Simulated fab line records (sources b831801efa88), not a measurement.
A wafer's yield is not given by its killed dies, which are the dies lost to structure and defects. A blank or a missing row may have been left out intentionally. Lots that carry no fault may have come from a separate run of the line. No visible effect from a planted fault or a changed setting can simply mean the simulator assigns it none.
Which tool did it? | flow sky130 | 15 lots, 45 wafers sampled, at 3 steps of a route of 708

== WHAT THE GAUGES SHOWED, per wafer ==
SKY_VT_ADJUST_PCH_TW_MEAS_10. Usual: for VT_ADJUST_PCH_TW the level is 143.6 and the standard deviation is 1.1.
lot  | measured     | on           | VT_ADJUST_PCH_TW  | flag
L219 | day 10 07:02 | filmMetro-03 | 143.3 144.3 143.6 | 
L221 | day 10 21:55 | filmMetro-01 | 143.5 142.7 142.5 | 
L222 | day 11 07:41 | filmMetro-02 | 144.1 144.6 143.8 | 
L223 | day 11 16:46 | filmMetro-03 | 142.9 143.2 142.3 | 
L224 | day 11 22:11 | filmMetro-02 | 144.8 144.0 144.1 | 
L225 | day 12 09:18 | filmMetro-03 | 142.7 142.6 141.7 | 
L229 | day 13 13:55 | filmMetro-01 | 143.5 144.3 144.1 | 
L232 | day 14 19:10 | filmMetro-02 | 143.9 144.9 144.1 | 
L234 | day 15 11:02 | filmMetro-01 | 144.8 144.8 145.5 | 
L235 | day 15 17:37 | filmMetro-03 | 143.3 142.2 142.9 | 
L236 | day 15 22:11 | filmMetro-03 | 142.7 142.3 141.6 | 
L237 | day 16 07:09 | filmMetro-03 | 142.8 142.7 141.8 | 
L238 | day 17 00:10 | filmMetro-03 | 143.2 142.7 143.5 | 
L242 | day 17 16:11 | filmMetro-01 | 144.8 145.7 145.1 | 
L241 | day 17 16:32 | filmMetro-02 | 144.1 144.2 144.8 | 

SKY_LDD_HVN_OVL_MEAS_07. Usual: for LDD_HVN_OVL the level is -0.7 nm and the standard deviation is 1.7.
lot  | measured     | on         | LDD_HVN_OVL (nm) | flag
L219 | day 20 02:26 | overlay-02 | -1.3 -1.2 -1.6   | 
L221 | day 20 17:34 | overlay-02 | -1.6 0.5 -1.0    | 
L225 | day 22 16:20 | overlay-01 | -3.2 -3.2 -1.4   | 
L229 | day 24 03:32 | overlay-01 | -0.4 -0.6 -2.0   | 
L232 | day 25 09:32 | overlay-02 | 0.9 1.0 1.2      | 
L234 | day 26 03:05 | overlay-01 | 1.9 0.0 -2.1     | 
L235 | day 26 06:34 | overlay-01 | 0.1 -0.5 -2.3    | 
L236 | day 26 17:33 | overlay-02 | -1.8 -2.6 -0.9   | 
L237 | day 27 00:10 | overlay-01 | 1.8 0.7 0.1      | 
L238 | day 27 15:25 | overlay-02 | -1.8 -3.1 -3.7   | 
L242 | day 28 08:19 | overlay-01 | 1.1 1.2 0.5      | 
L241 | day 28 10:29 | overlay-01 | 1.1 -0.7 -1.9    | 

== WHICH TOOL RAN EACH LOT (tool, then ch and the chambers of the sampled wafers, then the start) ==
lot  | SKY_LDD_N_IMPLANT_15
L219 | implanter-03 ch 0, day 17 14:17
L221 | implanter-02 ch 0, day 18 04:59
L222 | implanter-02, day 18 20:17
L223 | implanter-03, day 19 07:58
L224 | implanter-04, day 19 14:01
L225 | implanter-02 ch 0, day 20 02:16
L229 | implanter-04 ch 0, day 21 14:19
L232 | implanter-04 ch 0, day 22 21:17
L234 | implanter-04 ch 0, day 23 15:17
L235 | implanter-03 ch 0, day 23 19:37
L236 | implanter-04 ch 0, day 24 05:26
L237 | implanter-03 ch 0, day 24 13:14
L238 | implanter-02 ch 0, day 25 05:34
L242 | implanter-04 ch 0, day 25 21:49
L241 | implanter-02 ch 0, day 25 23:33
- SKY_LDD_N_IMPLANT_15

== WHAT THE TOOLS THEMSELVES READ (means of the sampled wafers that have a number; where no wafer has one, the mark that the record gives instead) ==
SKY_LDD_N_IMPLANT_15. Usual: beamEnergyKeV 49.999, standard deviation 0.015; beamOnS 9.97 s, standard deviation 0.21.
lot  | tool         | beamEnergyKeV | beamOnS (s) | flag
L219 | implanter-03 | 50.010        | 9.93        | 
L221 | implanter-02 | 50.001        | 10.05       | 
L222 | implanter-02 | -             | -           | OFF
L223 | implanter-03 | -             | -           | OFF
L224 | implanter-04 | -             | -           | OFF
L225 | implanter-02 | 49.999        | 10.03       | 
L229 | implanter-04 | 50.003        | 9.97        | 
L232 | implanter-04 | 49.988        | 10.04       | 
L234 | implanter-04 | 49.996        | 9.85        | 
L235 | implanter-03 | 49.990        | 9.91        | 
L236 | implanter-04 | 49.989        | 10.01       | 
L237 | implanter-03 | 49.992        | 10.17       | 
L238 | implanter-02 | 49.998        | 9.98        | 
L242 | implanter-04 | 49.988        | 10.04       | 
L241 | implanter-02 | 49.995        | 10.02       | 

== THE ANSWER, worked out from the rows above alone ==
Rule: lot off if the mean of its wafers having a number is beyond 3 standard deviations from the usual mean. Also off: a lot with no number at a reading for which 4 or more lots have one. The other lots that the step has rows for count as sound. Order of review: gauges by route order, followed by the tools' own readings, for which a lot's mean as printed above is used. At the first step where some lot is off, the reading lying furthest off is the one used; lots without a number count as furthest.
Off: L222, L223, L224, at SKY_LDD_N_IMPLANT_15 (beamEnergyKeV). Without a number there: L222, L223, L224.
If a tool, at that step or one of the process steps before it, ran each lot that is off and ran no sound lot following the first of them, it fits. Not one of the candidates tried fits.

== WHAT WAS PUT IN BY THE SIMULATOR ==
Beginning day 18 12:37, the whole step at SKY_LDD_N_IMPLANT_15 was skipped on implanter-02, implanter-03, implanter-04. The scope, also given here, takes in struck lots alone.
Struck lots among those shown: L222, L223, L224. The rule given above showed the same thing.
